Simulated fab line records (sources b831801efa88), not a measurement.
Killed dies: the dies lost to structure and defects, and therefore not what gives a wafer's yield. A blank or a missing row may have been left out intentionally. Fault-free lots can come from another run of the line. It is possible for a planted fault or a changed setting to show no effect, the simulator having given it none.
A struck lot beside a sound one + flow sky130 + 17 steps out of a route of 708
Sound: these wafers, L137.1, L137.4, L137.6. Wafers struck: L144.3, L144.6. The cause is given at the end.
At each step with rows: each side's tool, then ch and its chambers, then its first start. Under that, the readings that differ: sound wafers + struck wafers + difference of the means + sigmas: that difference in standard deviations of wafers without a fault.
alike: readings with means less than 2 such deviations apart, plus words and numbers identical on both sides. not compared: withheld readings, readings lacking a value on some wafer, bounds such as >300 that could conceal the same value, and numbers that have no deviation in the record and whose values overlap.
The two part at a step that has a row with sigmas, a row that says differs or no value, or rows on one side only. Numbers that have no deviation but don't overlap get no sigmas and don't part them. Lack of a reading on every wafer of one side parts them only where that side has two or more wafers.

first, 3 steps without rows for these wafers: SKY_VIA1_EXPOSE_09 (exposes mask VIM, target cd 150 nm); SKY_VIA1_PEB_10; SKY_VIA1_DEVELOP_11 (develop time 60 s).
SKY_VIA1_CD_MEAS_12: target cd 150 nm.
  sound on cd sem-02, day 35 14:29; struck on cd sem-02, day 38 05:18
  alike: cd nm
SKY_VIA1_OVL_MEAS_13:
  sound on overlay-01, day 35 14:36; struck on overlay-02, day 38 05:23
  alike: VIA1_OVL
SKY_VIA1_ETCH_14: etches BARC in N2/H2, stops on SiO2, time 45.9 s, target depth 60 nm.
  sound on rie diel-03 ch 0,1,3, day 35 14:38; struck on rie diel-04 ch 2,3, day 38 05:25
  alike: chamber pressure mTorr, drypump motor current A, oes product au, throttle valve pct
  not compared: rf hours counter h
SKY_VIA1_ETCH_15: etches SiO2 in C4F8/O2/Ar, stops on TiN, target depth 351 nm, time 54 s.
  sound on rie diel-03 ch 0,1,3, day 35 14:41; struck on rie diel-04 ch 2,3, day 38 05:28
  alike: chamber pressure mTorr, oes product au
  not compared: rf hours counter h
SKY_VIA1_STRIP_16: strips in O2/N2.
  sound on plasma asher-01 ch 0,1, day 35 14:44; struck on plasma asher-02 ch 1, day 38 05:32
  alike: chamber pressure mTorr, drypump motor current A, oes product au, strip time to endpoint s
  not compared: rf hours counter h
then, 3 steps without rows for these wafers: SKY_VIA1_STRIP_17 (strips in post etch residue remover, time 1200 s); SKY_VIA1_CLEAN_18 (cleans in IPA, time 180 s); SKY_VIA1_CLEAN_19 (cleans in O3/DIW).
SKY_VIA1_SPUTTER_20: material TiN, target thk 20 nm, time 80 s.
  sound on pvd sputter-02, day 35 15:19; struck on pvd sputter-01, day 38 06:07
  alike: throttle valve pct
SKY_VIA1_CVD_21: deposits W, target thk 270 nm, time 80.902 s.
  sound on cvd w-01 ch 0,1, day 35 15:23; struck on cvd w-01 ch 0, day 38 06:14
| reading                            | sound             | struck      | difference | sigmas |
|------------------------------------|-------------------|-------------|------------|--------|
| model.W_of_VIA1_CVD_21.thk nm (nm) | 270.3 269.7 267.7 | 190.9 188.8 | -79.4      |        |
  alike: heater power w
SKY_VIA1_RS_MEAS_22: a four-point-probe measurement.
  sound on film metro-02, day 35 15:28; struck on film metro-03, day 38 06:24
| reading            | sound             | struck      | difference | sigmas |
|--------------------|-------------------|-------------|------------|--------|
| VIA1_W_RS (ohm/sq) | 0.426 0.428 0.429 | 0.607 0.614 | +0.183     | +42    |
SKY_VIA1_THK_MEAS_23: measures by xrf.
  sound on film metro-02, day 35 15:35; struck on film metro-03, day 38 06:30
| reading         | sound       | struck  | difference | sigmas |
|-----------------|-------------|---------|------------|--------|
| VIA1_W_THK (nm) | 273 273 270 | 193 190 | -80        | -23    |
SKY_VIA1_CMP_24: polishes, stops on SiO2, t overpolish 15 s, target thk 0 nm.
  sound on cmp-02 ch 0,1,2, day 35 15:42; struck on cmp-02 ch 1,2, day 38 06:41
| reading                | sound    | struck | difference | sigmas |
|------------------------|----------|--------|------------|--------|
| time to endpoint s (s) | 63 65 61 | 43 45  | -19        | -6     |
  alike: motor current A
SKY_METAL2_SPUTTER_00: material Ti, target thk 15 nm, time 10 s.
  sound on pvd sputter-01, day 35 15:57; struck on pvd sputter-03, day 38 06:50
  alike: throttle valve pct

WHERE THEY PART
Earliest at SKY_VIA1_RS_MEAS_22; latest, in this record, at SKY_VIA1_CMP_24. Later steps at which nothing parts them and some readings are alike: SKY_METAL2_SPUTTER_00.

WHY: what the simulator had put in
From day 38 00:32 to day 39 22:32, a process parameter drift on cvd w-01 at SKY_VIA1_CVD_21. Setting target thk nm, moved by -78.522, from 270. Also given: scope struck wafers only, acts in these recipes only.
